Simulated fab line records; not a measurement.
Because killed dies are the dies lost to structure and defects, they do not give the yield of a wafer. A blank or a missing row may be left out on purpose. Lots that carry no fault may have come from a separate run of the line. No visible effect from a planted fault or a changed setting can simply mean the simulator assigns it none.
Which of the tools did it? :: flow gf180mcu :: 13 lots with 39 wafers sampled at 5 steps, on a route of 602 steps

## WHAT EACH GAUGE READ, for each wafer
GF_V5_THK_MEAS_01.
lot: L662
measured: day 25 22:11
on: film-metro-01
V5_CVD_00_THK (nm): 300.7 301.7 299.9

lot: L664
measured: day 26 15:16
on: film-metro-03
V5_CVD_00_THK (nm): 295.5 298.9 297.5

lot: L665
measured: day 27 03:55
on: film-metro-03
V5_CVD_00_THK (nm): 297.5 296.9 297.2

lot: L666
measured: day 27 12:53
on: film-metro-02
V5_CVD_00_THK (nm): 290.7 294.4 295.4

lot: L667
measured: day 27 15:32
on: film-metro-01
V5_CVD_00_THK (nm): 295.6 298.3 296.8

lot: L669
measured: day 28 20:25
on: film-metro-02
V5_CVD_00_THK (nm): 299.4 293.6 294.5

lot: L671
measured: day 29 03:43
on: film-metro-03
V5_CVD_00_THK (nm): 593.7 589.8 594.2

lot: L672
measured: day 30 02:02
on: film-metro-02
V5_CVD_00_THK (nm): 295.9 301.7 300.7

lot: L673
measured: day 30 10:34
on: film-metro-01
V5_CVD_00_THK (nm): 594.3 596.9 590.6

lot: L676
measured: day 31 08:41
on: film-metro-03
V5_CVD_00_THK (nm): 297.7 297.9 297.8

lot: L679
measured: day 31 13:19
on: film-metro-01
V5_CVD_00_THK (nm): 601.2 599.6 599.2

lot: L683
measured: day 32 09:58
on: film-metro-01
V5_CVD_00_THK (nm): 295.0 294.6 298.2

lot: L684
measured: day 32 14:51
on: film-metro-02
V5_CVD_00_THK (nm): 296.3 298.5 300.1

GF_V5_BOW_MEAS_05.
lot: L662
measured: day 25 22:43
on: film-metro-01
V5_BOW (um): 132 141 125

lot: L664
measured: day 26 15:48
on: film-metro-02
V5_BOW (um): 141 147 153

lot: L665
measured: day 27 04:26
on: film-metro-03
V5_BOW (um): 129 141 135

lot: L666
measured: day 27 13:25
on: film-metro-02
V5_BOW (um): 142 124 133

lot: L667
measured: day 27 16:05
on: film-metro-01
V5_BOW (um): 138 147 146

lot: L669
measured: day 28 20:56
on: film-metro-03
V5_BOW (um): 146 147 139

lot: L671
measured: day 29 04:14
on: film-metro-02
V5_BOW (um): 152 147 154

lot: L672
measured: day 30 02:34
on: film-metro-01
V5_BOW (um): 131 133 130

lot: L673
measured: day 30 11:05
on: film-metro-03
V5_BOW (um): 155 157 146

lot: L676
measured: day 31 09:14
on: film-metro-02
V5_BOW (um): 139 123 133

lot: L679
measured: day 31 13:55
on: film-metro-03
V5_BOW (um): 145 157 146

lot: L683
measured: day 32 10:29
on: film-metro-03
V5_BOW (um): 141 135 134

lot: L684
measured: day 32 15:23
on: film-metro-02
V5_BOW (um): 151 155 149

GF_V5_OVL_MEAS_15.
lot: L662
measured: day 26 19:40
on: overlay-02
V5_OVL (nm): -2 -5 -9

lot: L664
measured: day 27 12:02
on: overlay-02
V5_OVL (nm): 7 5 -1

lot: L665
measured: day 28 00:14
on: overlay-02
V5_OVL (nm): -8 -6 -5

lot: L666
measured: day 28 09:29
on: overlay-01
V5_OVL (nm): -1 -9 -12

lot: L667
measured: day 28 11:33
on: overlay-02
V5_OVL (nm): 9 7 11

lot: L669
measured: day 29 16:05
on: overlay-02
V5_OVL (nm): 5 1 4

lot: L671
measured: day 29 22:50
on: overlay-01
V5_OVL (nm): -5 -3 -7

lot: L672
measured: day 30 20:27
on: overlay-01
V5_OVL (nm): -1 1 -1

lot: L673
measured: day 31 05:23
on: overlay-01
V5_OVL (nm): -4 -1 -5

lot: L676
measured: day 32 02:41
on: overlay-02
V5_OVL (nm): -6 5 -7

lot: L679
measured: day 32 06:53
on: overlay-01
V5_OVL (nm): 13 8 11

lot: L683
measured: day 33 03:06
on: overlay-01
V5_OVL (nm): -1 -3 2

lot: L684
measured: day 33 07:41
on: overlay-02
V5_OVL (nm): 4 2 6

## WHICH TOOL RAN EACH LOT (tool, then ch and the chambers of the sampled wafers, then the start)
lot: L662
GF_MIM_SPUTTER_09: pvd-sputter-01, day 24 01:19
GF_V5_CVD_00: hdpcvd-01 ch 1,2, day 25 22:07

lot: L664
GF_MIM_SPUTTER_09: pvd-sputter-02, day 24 20:00
GF_V5_CVD_00: hdpcvd-01 ch 0,1, day 26 15:13

lot: L665
GF_MIM_SPUTTER_09: pvd-sputter-02, day 25 08:13
GF_V5_CVD_00: hdpcvd-02 ch 0,2, day 27 03:50

lot: L666
GF_MIM_SPUTTER_09: pvd-sputter-04, day 25 18:16
GF_V5_CVD_00: hdpcvd-01 ch 0,2, day 27 12:50

lot: L667
GF_MIM_SPUTTER_09: pvd-sputter-01, day 25 21:49
GF_V5_CVD_00: hdpcvd-01 ch 0,1,2, day 27 15:28

lot: L669
GF_MIM_SPUTTER_09: pvd-sputter-04, day 27 04:32
GF_V5_CVD_00: hdpcvd-02 ch 0,2, day 28 20:21

lot: L671
GF_MIM_SPUTTER_09: pvd-sputter-02, day 27 11:23
GF_V5_CVD_00: hdpcvd-02 ch 0,1,2, day 29 03:28

lot: L672
GF_MIM_SPUTTER_09: pvd-sputter-02, day 28 11:02
GF_V5_CVD_00: hdpcvd-01 ch 0,1, day 30 01:59

lot: L673
GF_MIM_SPUTTER_09: pvd-sputter-01, day 28 19:39
GF_V5_CVD_00: hdpcvd-01 ch 0,1, day 30 10:19

lot: L676
GF_MIM_SPUTTER_09: pvd-sputter-01, day 29 20:05
GF_V5_CVD_00: hdpcvd-01 ch 0,1,2, day 31 08:38

lot: L679
GF_MIM_SPUTTER_09: pvd-sputter-04, day 30 00:31
GF_V5_CVD_00: hdpcvd-02 ch 0,2, day 31 13:02

lot: L683
GF_MIM_SPUTTER_09: pvd-sputter-04, day 30 23:29
GF_V5_CVD_00: hdpcvd-02 ch 0,1, day 32 09:55

lot: L684
GF_MIM_SPUTTER_09: pvd-sputter-01, day 31 03:26
GF_V5_CVD_00: hdpcvd-02 ch 0,1,2, day 32 14:47
- GF_MIM_SPUTTER_09: material TiN, target thk 35 nm, time 29.2 s.
- GF_V5_CVD_00: deposits SiO2, target thk 300 nm, time 50 s.

## AS READ BY THE TOOLS THEMSELVES (means over the sampled wafers that have a number; for cases with no such wafer, the mark the record gives instead)
GF_MIM_SPUTTER_09.
lot: L662
tool: pvd-sputter-01
throttle-valve-pct (%): 30.4

lot: L664
tool: pvd-sputter-02
throttle-valve-pct (%): 29.5

lot: L665
tool: pvd-sputter-02
throttle-valve-pct (%): 29.5

lot: L666
tool: pvd-sputter-04
throttle-valve-pct (%): 29.8

lot: L667
tool: pvd-sputter-01
throttle-valve-pct (%): 30.6

lot: L669
tool: pvd-sputter-04
throttle-valve-pct (%): 29.8

lot: L671
tool: pvd-sputter-02
throttle-valve-pct (%): 29.1

lot: L672
tool: pvd-sputter-02
throttle-valve-pct (%): 30.0

lot: L673
tool: pvd-sputter-01
throttle-valve-pct (%): 30.4

lot: L676
tool: pvd-sputter-01
throttle-valve-pct (%): 30.4

lot: L679
tool: pvd-sputter-04
throttle-valve-pct (%): 30.3

lot: L683
tool: pvd-sputter-04
throttle-valve-pct (%): 29.7

lot: L684
tool: pvd-sputter-01
throttle-valve-pct (%): 30.6

## THE ANSWER, worked out from the rows above alone
Rule: what is usual is taken from the lots themselves. The widest of any qualifying gaps counts: lots, ordered by their means at a reading, are off when they make up no more than a third of the lots, leave a main group of 4 or more, and stand apart from it by 3 or more times the standard deviation of that group's means. A main group is skipped when, at the precision printed for the reading in the tables above, its means are all equal. Also off: a lot with no number at a reading for which 4 or more lots have one. Any other lot the step has rows for is counted as sound. The gauges are gone through in route order, then the tools' own readings, and for those a lot's mean is taken as printed above. The first step at which some lot is off is used, and at that step the reading that is off furthest; a lot without a number counts as furthest.
Off: at GF_V5_THK_MEAS_01 (V5_CVD_00_THK), L671, L673, L679. The main group has a mean of 297.3 nm with a standard deviation of 1.9.
A tool fits if, at a process step before that reading, it ran every lot that is off, and no sound lot after the first of them. Those tools and the gauges at GF_V5_THK_MEAS_01 are tried in the same way. None of those tried fits.

## WHAT HAD BEEN PUT IN BY THE SIMULATOR
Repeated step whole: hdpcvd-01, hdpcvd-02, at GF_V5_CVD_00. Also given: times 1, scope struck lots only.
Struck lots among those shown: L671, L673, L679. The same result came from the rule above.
